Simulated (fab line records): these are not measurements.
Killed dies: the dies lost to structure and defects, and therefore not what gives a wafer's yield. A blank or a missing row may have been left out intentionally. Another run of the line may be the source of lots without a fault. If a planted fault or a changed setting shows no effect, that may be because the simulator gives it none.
Which tool did it? -- flow sfq-line -- 14 lots with 41 wafers sampled at 4 steps, on a route of 325 steps

## WHAT THE GAUGES READ, wafer by wafer
SFQ_I1_BOW_MEAS_912.
lot,measured,on,I1_BOW (um)
L185,day 15 18:32,film-metro-03,-12 -8 -2
L187,day 17 02:28,film-metro-03,5 5 -5
L188,day 17 17:28,film-metro-03,9 0 -17
L189,day 17 23:56,film-metro-04,0 10 13
L190,day 18 11:41,film-metro-02,2 8 -6
L191,day 19 00:02,film-metro-03,2 0
L192,day 19 11:59,film-metro-02,-3 2 0
L194,day 19 20:59,film-metro-04,-5 8 0
L200,day 21 20:08,film-metro-04,-1 3 -13
L201,day 22 09:07,film-metro-04,-2 4 2
L202,day 23 00:47,film-metro-04,-1 7 -4
L203,day 23 01:29,film-metro-03,-3 -6 -9
L204,day 23 10:16,film-metro-02,-1 -3 -1
L205,day 23 18:56,film-metro-02,-8 -4 -1

SFQ_M4_RS_MEAS_924: uses a four-point probe to measure.
lot,measured,on,M4_NB_RS (ohm/sq)
L185,day 31 10:22,film-metro-04,0.886 0.891 0.906
L187,day 38 14:31,film-metro-04,0.894 0.882 0.885
L188,day 39 00:07,film-metro-01,0.893 0.894 0.905
L189,day 39 13:22,film-metro-04,0.877 0.887 0.878
L190,day 40 02:39,film-metro-01,0.895 0.902 0.891
L191,day 40 08:41,film-metro-03,0.879 0.582
L192,day 40 15:50,film-metro-01,0.873 0.880 0.879
L194,day 41 02:27,film-metro-01,0.589 0.883 0.890
L200,day 43 15:05,film-metro-03,0.904 0.895 0.899
L201,day 44 01:52,film-metro-03,0.877 0.885 0.890
L202,day 44 17:35,film-metro-03,0.884 0.891 0.882
L203,day 44 21:11,film-metro-01,0.876 0.877 0.886
L204,day 45 07:59,film-metro-01,0.895 0.904 0.897
L205,day 45 13:47,film-metro-01,0.892 0.887 0.900

## WHAT TOOL EACH LOT RAN ON (gives the tool, then ch and the chambers of the sampled wafers, and finally the start)
lot,SFQ_TRILAYER_M2_STRIP_STRIP_061,SFQ_TRILAYER_M4_DEP_SPUTTER_091
L185,"rie-metal-01 ch 0,1, day 17 14:02","pvd-sputter-06, day 31 10:16"
L187,"rie-metal-02 ch 0,1, day 18 15:37","pvd-sputter-05, day 38 14:26"
L188,"rie-metal-02 ch 0,1, day 19 03:37","pvd-sputter-06, day 39 00:01"
L189,"rie-metal-02 ch 0,1, day 19 11:01","pvd-sputter-05, day 39 13:13"
L190,"rie-metal-02 ch 0,1, day 19 19:13","pvd-sputter-06, day 40 02:32"
L191,"rie-metal-02 ch 0,1, day 20 06:13","pvd-sputter-06, day 40 08:32"
L192,"rie-metal-04 ch 0,1, day 20 20:31","pvd-sputter-05, day 40 15:44"
L194,"rie-metal-04 ch 0,1, day 22 02:06","pvd-sputter-06, day 41 02:22"
L200,"rie-metal-02 ch 0,1, day 24 19:14","pvd-sputter-04, day 43 14:59"
L201,"rie-metal-01 ch 0,1, day 25 04:50","pvd-sputter-05, day 44 01:47"
L202,"rie-metal-01 ch 0,1, day 25 20:26","pvd-sputter-04, day 44 17:30"
L203,"rie-metal-04 ch 0,1, day 25 21:38","pvd-sputter-06, day 44 21:06"
L204,"rie-metal-04 ch 0,1, day 26 10:50","pvd-sputter-04, day 45 07:54"
L205,"rie-metal-01 ch 0, day 26 18:02","pvd-sputter-04, day 45 13:41"
- SFQ_TRILAYER_M2_STRIP_STRIP_061: strips in O2.
- SFQ_TRILAYER_M4_DEP_SPUTTER_091: material Nb, target thk 200 nm, time 133.3 s.

## AS READ BY THE TOOLS THEMSELVES (means over the sampled wafers that have a number; for cases with no such wafer, the mark the record gives instead)
SFQ_TRILAYER_M2_STRIP_STRIP_061.
lot,tool,chamber-pressure-mTorr (mTorr),drypump-motor-current-A (A),oes-product-au (a.u.)
L185,rie-metal-01,50.00,5.55,1.005
L187,rie-metal-02,50.01,5.62,1.003
L188,rie-metal-02,50.01,5.41,1.001
L189,rie-metal-02,50.03,5.42,0.999
L190,rie-metal-02,49.98,5.42,0.992
L191,rie-metal-02,49.95,5.52,0.998
L192,rie-metal-04,50.02,5.54,0.992
L194,rie-metal-04,49.96,5.56,0.989
L200,rie-metal-02,50.03,5.42,0.988
L201,rie-metal-01,49.96,5.50,1.013
L202,rie-metal-01,49.99,5.49,1.007
L203,rie-metal-04,49.95,5.55,0.994
L204,rie-metal-04,50.00,5.57,0.992
L205,rie-metal-01,49.99,5.39,0.993

SFQ_TRILAYER_M4_DEP_SPUTTER_091.
lot,tool,cathode-dc-power-W (W),throttle-valve-pct (%)
L185,pvd-sputter-06,2000.1,29.2
L187,pvd-sputter-05,2000.1,28.7
L188,pvd-sputter-06,1999.8,28.7
L189,pvd-sputter-05,1999.9,29.7
L190,pvd-sputter-06,2000.0,29.4
L191,pvd-sputter-06,1999.9,29.1
L192,pvd-sputter-05,2000.3,29.1
L194,pvd-sputter-06,1999.7,28.6
L200,pvd-sputter-04,1999.9,28.8
L201,pvd-sputter-05,2000.3,29.5
L202,pvd-sputter-04,2000.3,28.0
L203,pvd-sputter-06,1999.6,29.1
L204,pvd-sputter-04,2000.2,28.9
L205,pvd-sputter-04,2000.0,28.6

## THE ANSWER, worked out from the rows above alone
Rule: the lots themselves supply what counts as usual. The widest of any qualifying gaps counts: lots, ordered by their means at a reading, are off when they make up no more than a third of the lots, leave a main group of 4 or more, and stand apart from it by 3 or more times the standard deviation of that group's means. If all means in a main group match to the digits the tables above print for the reading, that group is not used. Also off: a lot with no number at a reading for which 4 or more lots have one. All remaining lots with rows at the step are treated as sound. After the gauges, taken in route order, come the tools' own readings; for these a lot's mean is taken, as printed above. The first step at which some lot is off is used, and at that step the reading that is off furthest; a lot without a number counts as furthest.
Off: L191, L194, seen at SFQ_M4_RS_MEAS_924 (M4_NB_RS). Mean 0.889 ohm/sq and standard deviation 0.0076 in the main group.
A tool fits if, at a process step before that reading, it ran every lot that is off, and no sound lot after the first of them. The gauges at SFQ_M4_RS_MEAS_924 are tried like those tools. None of those tried fits.

## WHAT THE SIMULATOR PUT IN
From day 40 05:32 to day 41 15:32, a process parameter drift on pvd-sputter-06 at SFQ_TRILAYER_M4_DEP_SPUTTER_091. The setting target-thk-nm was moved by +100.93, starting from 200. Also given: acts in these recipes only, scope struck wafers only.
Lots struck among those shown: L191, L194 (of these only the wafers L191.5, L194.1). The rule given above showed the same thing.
